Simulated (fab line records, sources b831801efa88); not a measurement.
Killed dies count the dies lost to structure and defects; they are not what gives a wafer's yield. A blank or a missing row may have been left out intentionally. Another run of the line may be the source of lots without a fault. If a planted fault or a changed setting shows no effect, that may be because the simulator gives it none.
A lot that was struck, set against a sound lot || flow sky130 || 43 out of 708 route steps
Sound: these wafers, L427.1, L427.4, L427.6. The struck wafers were L444.2, L444.4, L444.5. The cause is named last.
Each step with rows lists, per side, the tool, then ch with its chambers, then its first start. Under that, the readings that differ: sound wafers || struck wafers || difference of the means || sigmas: that difference in standard deviations of wafers without a fault.
alike: same words and numbers on both sides, and readings whose means sit less than 2 such deviations apart. not compared: any withheld reading, any reading some wafer has no value for, any bound like >300 that may hide the same value, and any number with overlapping values for which the record gives no deviation.
The two part at a step that has a row with sigmas, a row that says differs or no value, or rows on one side only. Numbers that don't overlap but have no deviation are shown without sigmas and don't part them. Lack of a reading on every wafer of one side parts them only where that side has two or more wafers.

first, 1 step without rows for these wafers: SKY_VIA4_CMP_02 (polishes SiO2).
SKY_VIA4_BOW_MEAS_03:
  sound on film metro-04, day 42 01:13; struck on film metro-04, day 46 18:08
  alike: VIA4_BOW
then, 7 steps without rows for these wafers: SKY_VIA4_DEHYDRATE_04 (time 60 s); SKY_VIA4_HMDS_05 (prime time 60 s); SKY_VIA4_COAT_06 (resist thk 1140 nm); SKY_VIA4_SOFTBAKE_07 (time 60 s); SKY_VIA4_EXPOSE_08 (exposes mask VIM4, target cd 800 nm); SKY_VIA4_PEB_09; SKY_VIA4_DEVELOP_10 (develop time 60 s).
SKY_VIA4_OVL_MEAS_11:
  sound on overlay-01, day 43 00:40; struck on overlay-01, day 47 13:42
  alike: VIA4_OVL
then, 2 steps without rows for these wafers: SKY_VIA4_ETCH_12 (etches SiO2 in C4F8/O2/Ar, stops on TiN, target depth 580 nm); SKY_VIA4_STRIP_13 (strips in O2/N2).
SKY_VIA4_STRIP_14: strips in post etch residue remover, time 1200 s.
  sound on wet bench-01 ch 1, day 43 00:53; struck on wet bench-01 ch 0, day 47 13:55
{"reading": "bath guard temp C (C)", "sound": "73.3 73.0 72.8", "struck": "71.9 72.0 72.3", "difference": -1.0, "sigmas": -2}
then, 4 steps without rows for these wafers: SKY_VIA4_CLEAN_15 (cleans in IPA, time 180 s); SKY_VIA4_CLEAN_16 (cleans in O3/DIW); SKY_VIA4_SPUTTER_17 (material TiN, target thk 20 nm, time 80 s); SKY_VIA4_CVD_18 (deposits W, target thk 505 nm, time 152.14 s).
SKY_VIA4_RS_MEAS_19: a four-point-probe measurement.
  sound on film metro-01, day 43 01:35; struck on film metro-02, day 47 14:40
  alike: VIA4_W_RS
SKY_VIA4_THK_MEAS_20: measures by xrf.
  sound on film metro-01, day 43 01:42; struck on film metro-02, day 47 14:47
  alike: VIA4_W_THK
then, 1 step without rows for these wafers: SKY_VIA4_CMP_21 (polishes, stops on SiO2, t overpolish 25 s, target thk 0 nm).
SKY_METAL5_SPUTTER_00: material Ti, target thk 15 nm, time 10 s.
  sound on pvd sputter-02, day 43 02:04; struck on pvd sputter-03, day 47 15:08
  alike: throttle valve pct
then, 1 step without rows for these wafers: SKY_METAL5_SPUTTER_01 (material TiN, target thk 20 nm, time 16.7 s).
SKY_METAL5_SPUTTER_02: material AlCu, target thk 1150 nm, time 61.2 s.
  sound on pvd sputter-02, day 43 02:07; struck on pvd sputter-03, day 47 15:11
  alike: throttle valve pct
SKY_METAL5_SPUTTER_03: material Ti, target thk 5 nm, time 3.3 s.
  sound on pvd sputter-02, day 43 02:10; struck on pvd sputter-03, day 47 15:14
  alike: throttle valve pct
then, 1 step without rows for these wafers: SKY_METAL5_SPUTTER_04 (material TiN, target thk 70 nm, time 58.3 s).
SKY_METAL5_RS_MEAS_05: a four-point-probe measurement.
  sound on film metro-03, day 43 02:14; struck on film metro-03, day 47 15:19
{"reading": "METAL5_ALCU_RS (ohm/sq)", "sound": "0.02708 0.027 0.02692", "struck": "0.02761 0.02744 0.02743", "difference": "+0.00049", "sigmas": "+2"}
SKY_METAL5_THK_MEAS_06: measures by xrf.
  sound on film metro-03, day 43 02:21; struck on film metro-03, day 47 15:26
  alike: METAL5_ALCU_THK
then, 9 steps without rows for these wafers: SKY_METAL5_DEHYDRATE_07 (time 60 s); SKY_METAL5_HMDS_08 (prime time 60 s); SKY_METAL5_COAT_09 (resist thk 1800 nm); SKY_METAL5_SOFTBAKE_10 (time 60 s); SKY_METAL5_EXPOSE_11 (exposes mask MM5, target cd 1600 nm); SKY_METAL5_PEB_12; SKY_METAL5_DEVELOP_13 (develop time 60 s); SKY_METAL5_DESCUM_14 (chemistry O2, time 11 s); SKY_METAL5_METAL_ETCH_15 (etches the open film in Cl2/BCl3, stops on SiO2, target depth 1260 nm, time 252 s).
SKY_METAL5_STRIP_16: strips in O2/N2.
  sound on plasma asher-04 ch 0,1, day 44 01:26; struck on plasma asher-03 ch 0,1, day 48 11:07
{"reading": "drypump motor current A (A)", "sound": "5.07 5.09 5.63", "struck": "5.99 5.54 5.96", "difference": "+0.57", "sigmas": "+2"}
  alike: oes product au, strip time to endpoint s
  not compared: rf hours counter h
then, 3 steps without rows for these wafers: SKY_METAL5_STRIP_17 (strips in post etch residue remover, time 1200 s); SKY_METAL5_CLEAN_18 (cleans in IPA, time 180 s); SKY_METAL5_CLEAN_19 (cleans in O3/DIW).
SKY_PASSIVATION_CVD_00: deposits SiO2, target thk 90 nm.
  sound on pecvd-04 ch 0,1,2, day 44 02:02; struck on pecvd-04 ch 0,1,2, day 48 11:43
  alike: heater power w, susceptor temp C
SKY_PASSIVATION_THK_MEAS_01:
  sound on film metro-02, day 44 02:04; struck on film metro-01, day 48 11:44
  alike: PASSIVATION_CVD_00_THK
SKY_PAD_OPEN_PROBE_99:
  sound on prober-02, day 46 00:04; struck on prober-01, day 50 00:37
{"reading": "defect limited yield (%)", "sound": "79.5 79.9 81.1", "struck": "71.1 71.5 71.7", "difference": -8.7, "sigmas": -5}
{"reading": "killed_at_M4_up", "sound": "5 2 5", "struck": "63 55 66", "difference": "+57", "sigmas": "+30"}
{"reading": "killed dies", "sound": "101 99 93", "struck": "142 140 139", "difference": "+43", "sigmas": "+5"}
{"reading": "sort_bin_3_pad_short (%)", "sound": "1.0 1.4 1.0", "struck": "3.7 4.1 2.6", "difference": "+2.3", "sigmas": "+6"}
{"reading": "sort_bin_5_function (%)", "sound": "11.4 11.6 11.2", "struck": "17.9 18.5 18.1", "difference": "+6.8", "sigmas": "+5"}
{"reading": "sort n pass", "sound": "391 393 399", "struck": "350 352 353", "difference": -43, "sigmas": -5}
{"reading": "sort yield pct (%)", "sound": "79.5 79.9 81.1", "struck": "71.1 71.5 71.7", "difference": -8.7, "sigmas": -5}
{"reading": "model.etest.tester.sort n pass", "sound": "391 393 399", "struck": "350 352 353", "difference": -43, "sigmas": ""}
{"reading": "model.etest.tester.sort yield pct (%)", "sound": "79.47 79.88 81.1", "struck": "71.14 71.54 71.75", "difference": -8.67, "sigmas": ""}
{"reading": "model.etest.tester.sort_bin_5_pct (%)", "sound": "11.38 11.59 11.18", "struck": "17.89 18.5 18.09", "difference": "+6.78", "sigmas": ""}
{"reading": "model.etest.tester.sort_bin_3_pct (%)", "sound": "1.016 1.423 1.016", "struck": "3.659 4.065 2.642", "difference": "+2.304", "sigmas": ""}
  alike: killed_at_M0_to_M3, killed at contacts, killed at front end, killed at other, killed open, killed short, sort_bin_6_memory

== WHERE THEY PART ==
First at SKY_VIA4_STRIP_14; last, within this record, at SKY_PAD_OPEN_PROBE_99.

WHY: what had been put in by the simulator
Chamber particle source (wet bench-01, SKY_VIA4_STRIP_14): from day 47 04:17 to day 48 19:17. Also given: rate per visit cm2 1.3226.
